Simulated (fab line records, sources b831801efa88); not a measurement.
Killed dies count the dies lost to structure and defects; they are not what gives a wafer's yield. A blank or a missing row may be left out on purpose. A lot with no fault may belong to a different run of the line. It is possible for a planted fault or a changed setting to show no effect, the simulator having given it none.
What tool caused it? / flow gf180mcu / 12 lots with 36 wafers sampled at 6 steps, on a route of 602 steps

## WHAT THE GAUGES READ, wafer by wafer
GF_M4_CD_MEAS_14 targets a cd of 280 nm.
lot=L300; measured=day 23 16:32; on=cd sem-01; cd nm (nm)=281.8 280.5 282.0
lot=L303; measured=day 24 13:16; on=cd sem-02; cd nm (nm)=279.9 279.3 279.7
lot=L307; measured=day 26 02:29; on=cd sem-02; cd nm (nm)=279.8 280.2 280.1
lot=L313; measured=day 28 04:16; on=cd sem-01; cd nm (nm)=279.3 279.9 278.4
lot=L315; measured=day 28 17:06; on=cd sem-01; cd nm (nm)=279.0 278.2 278.0
lot=L316; measured=day 28 19:48; on=cd sem-02; cd nm (nm)=283.0 281.7 280.1
lot=L317; measured=day 29 04:17; on=cd sem-02; cd nm (nm)=282.6 281.0 282.0
lot=L318; measured=day 29 11:05; on=cd sem-02; cd nm (nm)=279.3 279.6 279.6
lot=L319; measured=day 29 16:37; on=cd sem-01; cd nm (nm)=278.5 279.7 278.7
lot=L320; measured=day 30 02:16; on=cd sem-01; cd nm (nm)=278.4 279.0 279.0
lot=L322; measured=day 30 10:44; on=cd sem-01; cd nm (nm)=281.1 280.6 281.3
lot=L323; measured=day 30 13:45; on=cd sem-01; cd nm (nm)=280.6 280.4 280.2

GF_V4_THK_MEAS_03.
lot=L300; measured=day 23 17:38; on=film metro-03; V4_CVD_02_THK (nm)=851 873 861
lot=L303; measured=day 24 14:24; on=film metro-04; V4_CVD_02_THK (nm)=852 840 852
lot=L307; measured=day 26 03:33; on=film metro-02; V4_CVD_02_THK (nm)=515 823 522
lot=L313; measured=day 28 05:20; on=film metro-02; V4_CVD_02_THK (nm)=861 869 867
lot=L315; measured=day 28 18:06; on=film metro-03; V4_CVD_02_THK (nm)=834 853 867
lot=L316; measured=day 28 20:48; on=film metro-04; V4_CVD_02_THK (nm)=858 851 863
lot=L317; measured=day 29 05:18; on=film metro-03; V4_CVD_02_THK (nm)=855 857 854
lot=L318; measured=day 29 12:05; on=film metro-03; V4_CVD_02_THK (nm)=842 846 840
lot=L319; measured=day 29 17:35; on=film metro-02; V4_CVD_02_THK (nm)=851 859 853
lot=L320; measured=day 30 03:19; on=film metro-02; V4_CVD_02_THK (nm)=859 833 841
lot=L322; measured=day 30 12:07; on=film metro-02; V4_CVD_02_THK (nm)=868 881 877
lot=L323; measured=day 30 14:56; on=film metro-02; V4_CVD_02_THK (nm)=856 876 858

GF_V4_OVL_MEAS_15.
lot=L300; measured=day 24 16:33; on=overlay-02; V4_OVL (nm)=0 2 -6
lot=L303; measured=day 25 13:03; on=overlay-01; V4_OVL (nm)=-3 -4 -4
lot=L307; measured=day 27 01:11; on=overlay-02; V4_OVL (nm)=-2 -4 -3
lot=L313; measured=day 29 01:31; on=overlay-01; V4_OVL (nm)=-9 -6 -2
lot=L315; measured=day 29 13:49; on=overlay-01; V4_OVL (nm)=2 3 -3
lot=L316; measured=day 29 16:41; on=overlay-01; V4_OVL (nm)=-6 4 3
lot=L317; measured=day 30 01:05; on=overlay-02; V4_OVL (nm)=2 -4 -7
lot=L318; measured=day 30 07:08; on=overlay-02; V4_OVL (nm)=4 2 -2
lot=L319; measured=day 30 12:45; on=overlay-02; V4_OVL (nm)=-2 6 -1
lot=L320; measured=day 30 22:03; on=overlay-01; V4_OVL (nm)=-10 -1 -6
lot=L322; measured=day 31 06:38; on=overlay-02; V4_OVL (nm)=4 4 3
lot=L323; measured=day 31 08:43; on=overlay-02; V4_OVL (nm)=-2 -4 -2

## TOOL THAT RAN EACH LOT (tool first, then ch and the chambers of the sampled wafers, then the start)
lot=L300; GF_V3_ETCH_16=rie diel-04 ch 0,1,2, day 22 15:52; GF_V4_CVD_02=pecvd-01 ch 0,1, day 23 17:34; GF_V4_CMP_04=cmp-02 ch 1,2, day 23 17:44
lot=L303; GF_V3_ETCH_16=rie diel-01 ch 2,3, day 23 12:37; GF_V4_CVD_02=pecvd-01 ch 0,1,2, day 24 14:20; GF_V4_CMP_04=cmp-02 ch 0,1,3, day 24 14:34
lot=L307; GF_V3_ETCH_16=rie diel-04 ch 0,1, day 25 03:11; GF_V4_CVD_02=pecvd-01 ch 1,2, day 26 03:29; GF_V4_CMP_04=cmp-01 ch 0,1,2, day 26 03:39
lot=L313; GF_V3_ETCH_16=rie diel-04 ch 0,1,2, day 27 06:19; GF_V4_CVD_02=pecvd-04 ch 0,1, day 28 05:13; GF_V4_CMP_04=cmp-01 ch 0,1,2, day 28 05:23
lot=L315; GF_V3_ETCH_16=rie diel-01 ch 1,3, day 27 20:52; GF_V4_CVD_02=pecvd-03 ch 0,2, day 28 18:01; GF_V4_CMP_04=cmp-02 ch 0,2,3, day 28 18:15
lot=L316; GF_V3_ETCH_16=rie diel-03 ch 0,2,3, day 27 22:38; GF_V4_CVD_02=pecvd-03 ch 0,1,2, day 28 20:43; GF_V4_CMP_04=cmp-02 ch 1,2,3, day 28 20:57
lot=L317; GF_V3_ETCH_16=rie diel-03 ch 0,2,3, day 28 07:22; GF_V4_CVD_02=pecvd-01 ch 0,1,2, day 29 05:13; GF_V4_CMP_04=cmp-02 ch 0,2,3, day 29 05:24
lot=L318; GF_V3_ETCH_16=rie diel-03 ch 0,2, day 28 14:22; GF_V4_CVD_02=pecvd-03 ch 0,1, day 29 12:01; GF_V4_CMP_04=cmp-02 ch 0,3, day 29 12:11
lot=L319; GF_V3_ETCH_16=rie diel-01 ch 0,3, day 28 19:35; GF_V4_CVD_02=pecvd-03 ch 0,1,2, day 29 17:32; GF_V4_CMP_04=cmp-02 ch 0,2,3, day 29 17:46
lot=L320; GF_V3_ETCH_16=rie diel-01 ch 0,1,2, day 29 06:22; GF_V4_CVD_02=pecvd-04 ch 0,1,2, day 30 03:15; GF_V4_CMP_04=cmp-01 ch 0,2,3, day 30 03:26
lot=L322; GF_V3_ETCH_16=rie diel-01 ch 1,2, day 29 14:31; GF_V4_CVD_02=pecvd-01 ch 0,1,2, day 30 12:03; GF_V4_CMP_04=cmp-01 ch 1,2, day 30 12:13
lot=L323; GF_V3_ETCH_16=rie diel-03 ch 0,3, day 29 17:23; GF_V4_CVD_02=pecvd-03 ch 0,1,2, day 30 14:52; GF_V4_CMP_04=cmp-01 ch 1,2, day 30 14:59
- GF_V3_ETCH_16: etches BARC in N2/H2.
- GF_V4_CVD_02: deposits SiO2 from TEOS, target thk 850 nm, time 94.851 s.
- GF_V4_CMP_04: polishes SiO2.

## AS READ BY THE TOOLS THEMSELVES (means over the sampled wafers that have a number; for cases with no such wafer, the mark the record gives instead)
GF_V3_ETCH_16.
lot=L300; tool=rie diel-04; drypump motor current A (A)=5.82; oes product au (a.u.)=0.860; throttle valve pct (%)=13.226
lot=L303; tool=rie diel-01; drypump motor current A (A)=5.58; oes product au (a.u.)=0.853; throttle valve pct (%)=13.227
lot=L307; tool=rie diel-04; drypump motor current A (A)=5.87; oes product au (a.u.)=0.854; throttle valve pct (%)=13.223
lot=L313; tool=rie diel-04; drypump motor current A (A)=5.81; oes product au (a.u.)=0.861; throttle valve pct (%)=13.221
lot=L315; tool=rie diel-01; drypump motor current A (A)=5.79; oes product au (a.u.)=0.855; throttle valve pct (%)=13.224
lot=L316; tool=rie diel-03; drypump motor current A (A)=5.83; oes product au (a.u.)=0.856; throttle valve pct (%)=13.230
lot=L317; tool=rie diel-03; drypump motor current A (A)=5.83; oes product au (a.u.)=0.849; throttle valve pct (%)=13.224
lot=L318; tool=rie diel-03; drypump motor current A (A)=5.79; oes product au (a.u.)=0.855; throttle valve pct (%)=13.226
lot=L319; tool=rie diel-01; drypump motor current A (A)=6.14; oes product au (a.u.)=0.857; throttle valve pct (%)=13.225
lot=L320; tool=rie diel-01; drypump motor current A (A)=6.02; oes product au (a.u.)=0.856; throttle valve pct (%)=13.223
lot=L322; tool=rie diel-01; drypump motor current A (A)=5.84; oes product au (a.u.)=0.852; throttle valve pct (%)=13.225
lot=L323; tool=rie diel-03; drypump motor current A (A)=6.02; oes product au (a.u.)=0.853; throttle valve pct (%)=13.230

GF_V4_CVD_02.
lot=L300; tool=pecvd-01; heater power w (W)=580
lot=L303; tool=pecvd-01; heater power w (W)=573
lot=L307; tool=pecvd-01; heater power w (W)=597
lot=L313; tool=pecvd-04; heater power w (W)=626
lot=L315; tool=pecvd-03; heater power w (W)=643
lot=L316; tool=pecvd-03; heater power w (W)=664
lot=L317; tool=pecvd-01; heater power w (W)=611
lot=L318; tool=pecvd-03; heater power w (W)=779
lot=L319; tool=pecvd-03; heater power w (W)=713
lot=L320; tool=pecvd-04; heater power w (W)=710
lot=L322; tool=pecvd-01; heater power w (W)=624
lot=L323; tool=pecvd-03; heater power w (W)=665

GF_V4_CMP_04.
lot=L300; tool=cmp-02; motor current A (A)=12.3; time to endpoint s (s)=86
lot=L303; tool=cmp-02; motor current A (A)=12.3; time to endpoint s (s)=79
lot=L307; tool=cmp-01; motor current A (A)=12.9; time to endpoint s (s)=48
lot=L313; tool=cmp-01; motor current A (A)=12.8; time to endpoint s (s)=89
lot=L315; tool=cmp-02; motor current A (A)=12.0; time to endpoint s (s)=81
lot=L316; tool=cmp-02; motor current A (A)=12.3; time to endpoint s (s)=88
lot=L317; tool=cmp-02; motor current A (A)=11.4; time to endpoint s (s)=86
lot=L318; tool=cmp-02; motor current A (A)=12.0; time to endpoint s (s)=76
lot=L319; tool=cmp-02; motor current A (A)=11.9; time to endpoint s (s)=83
lot=L320; tool=cmp-01; motor current A (A)=13.2; time to endpoint s (s)=77
lot=L322; tool=cmp-01; motor current A (A)=12.2; time to endpoint s (s)=98
lot=L323; tool=cmp-01; motor current A (A)=11.9; time to endpoint s (s)=92

## THE ANSWER, worked out from the rows above alone
Rule: the lots themselves supply what counts as usual. Put in order of their means at a reading, lots are off if they are a third of the lots or fewer, leave a main group of 4 or more, and stand apart from it by a gap of 3 or more times the standard deviation of the main group's means; of several such gaps the widest counts. A main group is skipped when, at the precision printed for the reading in the tables above, its means are all equal. A lot without any number at a reading at which 4 lots or more have one is off too. Where the step has rows for the other lots, those lots are counted as sound. The gauges are gone through in route order, then the tools' own readings, and for those a lot's mean is taken as printed above. The first step at which some lot is off is used, and at that step the reading that is off furthest; a lot without a number counts as furthest.
Off: at GF_V4_THK_MEAS_03 (V4_CVD_02_THK), L307. The main group: mean 856 nm, standard deviation 9.3.
If a tool, at a process step before that reading, ran all the lots that are off and no sound lot after the first of them, it fits. The gauges at GF_V4_THK_MEAS_03 aren't tried: what is off there is off at GF_V4_CMP_04 too, on other tools, and a gauge's error can't cause that. Not one of the candidates tried fits.

## WHAT THE SIMULATOR HAD PUT IN
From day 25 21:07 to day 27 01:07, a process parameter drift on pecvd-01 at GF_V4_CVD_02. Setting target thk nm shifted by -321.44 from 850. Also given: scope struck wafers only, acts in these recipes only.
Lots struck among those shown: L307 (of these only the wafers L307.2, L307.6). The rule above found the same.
